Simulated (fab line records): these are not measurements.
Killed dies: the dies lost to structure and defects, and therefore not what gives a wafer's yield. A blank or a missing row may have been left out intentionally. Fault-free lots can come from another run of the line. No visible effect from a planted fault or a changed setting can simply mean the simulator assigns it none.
A single fault, viewed from 2 desks | flow gf180mcu | numbers are kept per desk, each desk with only its own; the story behind them comes last

AT THE METROLOGY DESK
What the gauges read for every lot (on any tool): the sampled wafers with a number, averaged. The brackets show how far a lot's mean lies from the usual mean; more than 4 standard deviations puts the lot out of limits, marked OUT.
Columns: A = SAB_CVD_00_THK at GF_SAB_THK_MEAS_01, usual 50.2 nm; B = V1_W_THK at GF_V1_THK_MEAS_25, usual 356 nm
lot  | first seen here | A               | B
L231 | day 14 11:19    | 49.3            | 360
L234 | day 15 12:13    | 50.4            | 353
L235 | day 15 22:02    | 50.2            | 350
L239 | day 17 12:31    | 50.4            | 357
L240 | day 17 18:49    | 50.1            | 362
L241 | day 18 00:53    | 50.1            | 358
L242 | day 18 09:49    | 50.4            | 353
L243 | day 18 22:50    | 50.4            | 360
L244 | day 19 06:52    | 50.5            | 359
L247 | day 20 08:52    | 63.4 (+20) OUT  | 355
L250 | day 21 07:31    | 54.3 (+6.2) OUT | 358
L251 | day 21 15:55    | 50.0            | 356
L253 | day 22 10:55    | 50.3            | 357
This desk's finding: out of limits on L247, L250; first on L247, day 20 08:52 (SAB_CVD_00_THK at GF_SAB_THK_MEAS_01). L231, L234, L235, L239, L240, L241, L242, L243, L244, L251, L253 stayed within limits.

FOR THE TOOL OWNER'S DESK: pecvd-01
The tool's own readings at GF_SAB_CVD_00 (deposits SiO2 from TEOS, target thk 50 nm, time 4.9302 s): means of the sampled wafers that have a number, for each lot that ran on this tool. The brackets show how far a lot's mean lies from the usual mean; more than 4 standard deviations puts the lot out of limits, marked OUT.
Columns: A = heater-power-w at GF_SAB_CVD_00, usual 681 W; B = susceptor-temp-C at GF_SAB_CVD_00, usual 400.03 C
lot  | first seen here | A   | B
L234 | day 15 12:11    | 690 | 400.05
L239 | day 17 12:30    | 699 | 400.10
L243 | day 18 22:47    | 692 | 400.00
L244 | day 19 06:50    | 696 | 399.90
L247 | day 20 08:50    | 745 | 399.67
L250 | day 21 07:29    | 743 | 399.75
This desk's verdict: no lot among the 6 shows anything out of limits.

BROUGHT TOGETHER
At day 20 08:52 the metrology desk could have sounded an alarm, on L247, L250.
The desk of the tool owner found nothing out of limits.
On record at the tool owner's desk: L247, L250, within its limits.
The lots listed all ran GF_SAB_CVD_00 on pecvd-01.

WHAT HAD BEEN PUT IN BY THE SIMULATOR
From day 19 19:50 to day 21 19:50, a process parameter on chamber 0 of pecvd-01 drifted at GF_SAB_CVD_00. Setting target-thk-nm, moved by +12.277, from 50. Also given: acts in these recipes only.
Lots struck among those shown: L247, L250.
Time in hours between the start of the fault and the first out-of-limits reading at each desk: metrology desk, 13.
